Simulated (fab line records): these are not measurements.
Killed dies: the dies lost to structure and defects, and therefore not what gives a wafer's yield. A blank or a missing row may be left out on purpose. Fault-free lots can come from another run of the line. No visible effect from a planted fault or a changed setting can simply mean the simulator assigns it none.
A lot that was struck, set against a sound lot | flow gf180mcu | 44 steps out of a route of 602
Sound: the wafers L325.1, L325.5, L325.6. Wafers L342.2, L342.5 were the ones struck. The cause is named last.
Each step with rows lists, per side, the tool, then ch with its chambers, then its first start. Under that, the readings that differ: sound wafers | struck wafers | difference of the means | sigmas: that difference in standard deviations of wafers without a fault.
alike: readings with means less than 2 such deviations apart, plus words and numbers identical on both sides. not compared: withheld readings, readings lacking a value on some wafer, bounds such as >300 that could conceal the same value, and numbers that have no deviation in the record and whose values overlap.
A row with sigmas, a row that says differs or no value, or rows on one side alone: a step with any of these is where the two part. Numbers that don't overlap but have no deviation are shown without sigmas and don't part them. A reading that every wafer of one side lacks parts them only if that side has two wafers or more.

GF_M3_STRIP_17: strips in O2/N2.
  sound on plasmaAsher-03 ch 0,1, day 21 20:20; struck on plasmaAsher-02 ch 0, day 27 11:35
  alike: drypumpMotorCurrentA, heaterPowerW, n2FlowSccm, oesProductAu, stripTimeToEndpointS
  not compared: rfHoursCounterH
then, 3 steps without rows for these wafers: GF_M3_STRIP_18 (strips in post etch residue remover, time 1200 s); GF_M3_CLEAN_19 (cleans in DIW); GF_V3_CVD_00 (deposits SiO2, target thk 600 nm, time 100 s).
GF_V3_THK_MEAS_01:
  sound on filmMetro-03 at day 21 20:56; struck on filmMetro-02 at day 27 12:17
  alike: V3_CVD_00_THK
then, 1 step without rows for these wafers: GF_V3_CVD_02 (deposits SiO2 from TEOS, target thk 850 nm, time 94.851 s).
GF_V3_THK_MEAS_03:
  sound on filmMetro-02 at day 21 21:04; struck on filmMetro-03 at day 27 12:25
  alike: V3_CVD_02_THK
GF_V3_CMP_04: polishes SiO2.
  sound on cmp-02 ch 0,2,3, day 21 21:14; struck on cmp-02 ch 0,1, day 27 12:47
  alike: motorCurrentA, timeToEndpointS
GF_V3_BOW_MEAS_05:
  sound on filmMetro-01 at day 21 21:26; struck on filmMetro-01 at day 27 13:04
  alike: V3_BOW
then, 3 steps without rows for these wafers: GF_V3_DEHYDRATE_06 (time 60 s); GF_V3_HMDS_07 (prime time 60 s); GF_V3_COAT_08.
GF_V3_COAT_09: resist thk 1000 nm.
  sound on lithoTrack-01 ch 0, day 22 08:00; struck on lithoTrack-02 ch 0, day 27 22:00
reading                            | sound           | struck      | difference | sigmas
model.KrF_of_V3_COAT_09.thkNm (nm) | 1002 1003 997.8 | 972.2 975.2 | -27.2      | 
then, 3 steps without rows for these wafers: GF_V3_SOFTBAKE_10 (time 60 s); GF_V3_EXPOSE_11 (exposes mask Via3, target cd 260 nm); GF_V3_PEB_12 (peb time 90 s).
GF_V3_DEVELOP_13: develop time 60 s.
  sound on lithoTrack-04 ch 0, day 22 20:34; struck on lithoTrack-01 ch 0, day 28 08:54
reading                            | sound             | struck      | difference | sigmas
model.KrF_of_V3_COAT_09.thkNm (nm) | 987.1 988.1 982.9 | 957.2 960.3 | -27.3      | 
GF_V3_CD_MEAS_14 targets a cd of 260 nm.
  sound on cdSem-01 at day 22 20:43; struck on cdSem-02 at day 28 09:03
  alike: cdNm
GF_V3_OVL_MEAS_15:
  sound on overlay-01 at day 22 20:50; struck on overlay-01 at day 28 09:09
  alike: V3_OVL
then, 1 step without rows for these wafers: GF_V3_ETCH_16 (etches BARC in N2/H2).
GF_V3_ETCH_17: etches SiO2 in C4F8/O2/Ar, stops on TiN, target depth 635 nm.
  sound: rieDiel-01 ch 0,1,2; struck: rieDiel-01 ch 0,1
  alike: oesProductAu, rfFwdPowerW
then, 3 steps without rows for these wafers: GF_V3_STRIP_18 (strips in O2/N2); GF_V3_STRIP_19 (strips in post etch residue remover, time 1200 s); GF_V3_CLEAN_20 (cleans in DIW).
GF_V3_SPUTTER_21: material Ti, target thk 15 nm, time 80.02 s.
  sound on pvdSputter-01 at day 22 21:32; struck on pvdSputter-01 at day 28 09:50
  alike: throttleValvePct
then, 2 steps without rows for these wafers: GF_V3_SPUTTER_22 (material TiN, target thk 10 nm, time 40 s); GF_V3_CVD_23 (deposits W, target thk 350 nm, time 104.9 s).
GF_V3_RS_MEAS_24: a four-point-probe measurement.
  sound on filmMetro-01 at day 22 21:45; struck on filmMetro-03 at day 28 10:05
  alike: V3_W_RS
GF_V3_THK_MEAS_25: measures by xrf.
  sound on filmMetro-01 at day 22 21:52; struck on filmMetro-03 at day 28 10:11
  alike: V3_W_THK
then, 2 steps without rows for these wafers: GF_V3_CMP_26 (polishes, stops on SiO2, t overpolish 15 s, target thk 0 nm); GF_M4_SPUTTER_00 (material Ti, target thk 37.5 nm, time 150 s).
GF_M4_SPUTTER_01: material TiN, target thk 30 nm, time 25 s.
  sound on pvdSputter-02 at day 22 22:20; struck on pvdSputter-01 at day 28 10:38
  alike: throttleValvePct
then, 3 steps without rows for these wafers: GF_M4_SPUTTER_02 (material AlCu, target thk 450 nm, time 23.9 s); GF_M4_SPUTTER_03 (material Ti, target thk 10 nm, time 6.7 s); GF_M4_SPUTTER_04 (material TiN, target thk 50 nm, time 41.7 s).
GF_M4_RS_MEAS_05: a four-point-probe measurement.
  sound on filmMetro-04 at day 22 22:27; struck on filmMetro-03 at day 28 10:47
  alike: M4_ALCU_RS
GF_M4_THK_MEAS_06: measures by xrf.
  sound on filmMetro-04 at day 22 22:34; struck on filmMetro-03 at day 28 10:53
  alike: M4_ALCU_THK
then, 5 steps without rows for these wafers: GF_M4_DEHYDRATE_07 (time 60 s); GF_M4_HMDS_08 (prime time 60 s); GF_M4_COAT_09 (resist thk 1000 nm); GF_M4_SOFTBAKE_10 (time 60 s); GF_M4_EXPOSE_11 (exposes mask Metal4, target cd 280 nm).
-- the record jumps here: 3 days lie between the struck wafers' starts before and after (it left off in module M4 and takes up again in module M5, whose first step shown is number 533 of the route) --
GF_M5_CD_MEAS_07 targets a cd of 280 nm.
  sound on cdSem-02 at day 26 15:26; struck on cdSem-01 at day 31 16:25
  alike: cdNm
  not compared: hold
GF_M5_OVL_MEAS_08:
  sound on overlay-02 at day 26 15:34; struck on overlay-01 at day 31 20:31
reading | sound | struck                                          | difference                   | sigmas
hold    | - - - | awaitDispo/4.0h/release awaitDispo/4.0h/release | no value on the sound wafers | 
  alike: M5_OVL

WHERE THEY PART
Only at GF_M5_OVL_MEAS_08, as far as this record shows.

WHY: whatever the simulator had introduced
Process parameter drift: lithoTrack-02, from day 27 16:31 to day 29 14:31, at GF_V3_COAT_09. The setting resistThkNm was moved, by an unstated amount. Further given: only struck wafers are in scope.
